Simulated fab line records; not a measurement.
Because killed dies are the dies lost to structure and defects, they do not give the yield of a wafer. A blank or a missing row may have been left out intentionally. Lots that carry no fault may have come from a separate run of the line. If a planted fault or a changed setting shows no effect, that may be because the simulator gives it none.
Which tool was responsible? | flow gf180mcu | Sampling: 12 lots, 35 wafers, 5 of 602 route steps

== WHAT EACH GAUGE READ, for each wafer ==
GF_V4_BOW_MEAS_05.
lot  | measured     | on           | V4_BOW (um)
L903 | day 23 21:10 | filmMetro-04 | 153 147 152
L904 | day 24 08:44 | filmMetro-04 | 137 133 136
L905 | day 24 18:34 | filmMetro-03 | 136 128 137
L906 | day 25 00:13 | filmMetro-01 | 124 127 127
L907 | day 25 13:14 | filmMetro-03 | 135 121 126
L908 | day 25 21:14 | filmMetro-04 | 143 134 138
L910 | day 26 08:47 | filmMetro-01 | 130 125
L916 | day 28 03:06 | filmMetro-03 | 137 142 137
L917 | day 28 11:51 | filmMetro-04 | 131 129 135
L919 | day 28 23:53 | filmMetro-04 | 140 129 160
L922 | day 29 18:20 | filmMetro-04 | 135 133 131
L924 | day 30 11:59 | filmMetro-03 | 140 120 125

GF_MIM_THK_MEAS_06.
lot  | measured     | on           | MIM_CVD_05_THK (nm)
L903 | day 24 20:42 | filmMetro-03 | 41.4 41.1 42.3
L904 | day 25 08:52 | filmMetro-04 | 41.6 41.8 42.5
L905 | day 25 17:38 | filmMetro-03 | 40.8 42.2 42.3
L906 | day 25 22:23 | filmMetro-03 | 42.0 41.5 43.2
L907 | day 26 12:46 | filmMetro-04 | 41.2 42.5 41.3
L908 | day 26 20:10 | filmMetro-04 | 41.5 41.6 41.7
L910 | day 27 07:11 | filmMetro-03 | 39.9 40.8
L916 | day 29 00:26 | filmMetro-02 | 42.2 41.9 43.1
L917 | day 29 08:34 | filmMetro-04 | 41.2 41.6 42.0
L919 | day 29 20:30 | filmMetro-04 | 42.8 42.4 42.2
L922 | day 30 14:53 | filmMetro-02 | 42.6 43.4 42.3
L924 | day 31 07:00 | filmMetro-04 | 41.7 41.2 41.7

== EACH LOT AND THE TOOL THAT RAN IT (in order: tool; ch and the chambers of the sampled wafers; start) ==
lot  | GF_MIM_SPUTTER_00           | GF_MIM_SPUTTER_03           | GF_MIM_CVD_05
L903 | pvdSputter-02, day 24 20:27 | pvdSputter-02, day 24 20:37 | pecvd-02 ch 0,1,2, day 24 20:40
L904 | pvdSputter-03, day 25 08:36 | pvdSputter-03, day 25 08:46 | pecvd-01 ch 0,2, day 25 08:49
L905 | pvdSputter-01, day 25 17:23 | pvdSputter-01, day 25 17:32 | pecvd-03 ch 0,1, day 25 17:36
L906 | pvdSputter-02, day 25 22:08 | pvdSputter-02, day 25 22:17 | pecvd-01 ch 0,2, day 25 22:21
L907 | pvdSputter-01, day 26 12:29 | pvdSputter-01, day 26 12:38 | pecvd-02 ch 0,1,2, day 26 12:42
L908 | pvdSputter-02, day 26 19:53 | pvdSputter-02, day 26 20:03 | pecvd-02 ch 0,2, day 26 20:07
L910 | pvdSputter-03, day 27 06:56 | pvdSputter-03, day 27 07:05 | pecvd-02 ch 0,1, day 27 07:09
L916 | pvdSputter-01, day 29 00:11 | pvdSputter-01, day 29 00:21 | pecvd-01 ch 0,2, day 29 00:25
L917 | pvdSputter-03, day 29 08:18 | pvdSputter-03, day 29 08:28 | pecvd-01 ch 1,2, day 29 08:31
L919 | pvdSputter-02, day 29 20:15 | pvdSputter-02, day 29 20:25 | pecvd-03 ch 0,1,2, day 29 20:28
L922 | pvdSputter-01, day 30 14:37 | pvdSputter-01, day 30 14:47 | pecvd-03 ch 0,1,2, day 30 14:50
L924 | pvdSputter-02, day 31 06:44 | pvdSputter-02, day 31 06:55 | pecvd-03 ch 0,1, day 31 06:58
- GF_MIM_SPUTTER_00: material Ti, target thk 37.5 nm, time 150 s.
- GF_MIM_SPUTTER_03: material Ti, target thk 10 nm, time 6.7 s.
- GF_MIM_CVD_05: deposits Si3N4, target thk 42 nm, time 29.086 s.

== AS READ BY THE TOOLS THEMSELVES (means over the sampled wafers that have a number; for cases with no such wafer, the mark the record gives instead) ==
GF_MIM_SPUTTER_00.
lot  | tool          | cathodeDcPowerW (W) | throttleValvePct (%)
L903 | pvdSputter-02 | 3999.7              | 30.1
L904 | pvdSputter-03 | 3999.9              | 29.0
L905 | pvdSputter-01 | 3999.7              | 29.9
L906 | pvdSputter-02 | 4000.2              | 29.8
L907 | pvdSputter-01 | 4000.3              | 29.7
L908 | pvdSputter-02 | 4000.4              | 28.9
L910 | pvdSputter-03 | 4001.1              | 29.6
L916 | pvdSputter-01 | 3999.7              | 30.1
L917 | pvdSputter-03 | 3999.5              | 29.2
L919 | pvdSputter-02 | 3999.5              | 29.0
L922 | pvdSputter-01 | 3999.6              | 29.6
L924 | pvdSputter-02 | 4000.0              | 30.0

GF_MIM_SPUTTER_03.
lot  | tool          | cathodeDcPowerW (W) | throttleValvePct (%)
L903 | pvdSputter-02 | 3000.1              | 30.0
L904 | pvdSputter-03 | 3000.4              | 29.1
L905 | pvdSputter-01 | 3000.1              | 30.0
L906 | pvdSputter-02 | 2999.9              | 30.0
L907 | pvdSputter-01 | 3000.1              | 29.6
L908 | pvdSputter-02 | 2999.7              | 29.1
L910 | pvdSputter-03 | 3000.6              | 29.6
L916 | pvdSputter-01 | 2999.7              | 30.1
L917 | pvdSputter-03 | 3000.3              | 29.3
L919 | pvdSputter-02 | 3000.2              | 28.9
L922 | pvdSputter-01 | 3000.0              | 29.6
L924 | pvdSputter-02 | 2999.9              | 30.0

GF_MIM_CVD_05.
lot  | tool     | heaterPowerW (W) | runLengthS (s)
L903 | pecvd-02 | 755              | 56.7
L904 | pecvd-01 | 642              | 56.6
L905 | pecvd-03 | 560              | 57.3
L906 | pecvd-01 | 645              | 56.7
L907 | pecvd-02 | 796              | 56.7
L908 | pecvd-02 | 631              | 57.1
L910 | pecvd-02 | 814              | 56.2
L916 | pecvd-01 | 591              | 56.8
L917 | pecvd-01 | 675              | 57.1
L919 | pecvd-03 | 596              | 57.0
L922 | pecvd-03 | 612              | 57.0
L924 | pecvd-03 | 598              | 56.9

== THE ANSWER, worked out from the rows above alone ==
Rule: the lots themselves supply what counts as usual. The widest of any qualifying gaps counts: lots, ordered by their means at a reading, are off when they make up no more than a third of the lots, leave a main group of 4 or more, and stand apart from it by 3 or more times the standard deviation of that group's means. If all means in a main group match to the digits the tables above print for the reading, that group is not used. Also off: a lot with no number at a reading for which 4 or more lots have one. The other lots that the step has rows for count as sound. First the gauges in route order, then the tools' own readings, where a lot's mean is used as printed above. The first step at which some lot is off is used, and at that step the reading that is off furthest; a lot without a number counts as furthest.
Nothing can be told from this: no lot is off at any reading shown.

== WHAT HAD BEEN PUT IN BY THE SIMULATOR ==
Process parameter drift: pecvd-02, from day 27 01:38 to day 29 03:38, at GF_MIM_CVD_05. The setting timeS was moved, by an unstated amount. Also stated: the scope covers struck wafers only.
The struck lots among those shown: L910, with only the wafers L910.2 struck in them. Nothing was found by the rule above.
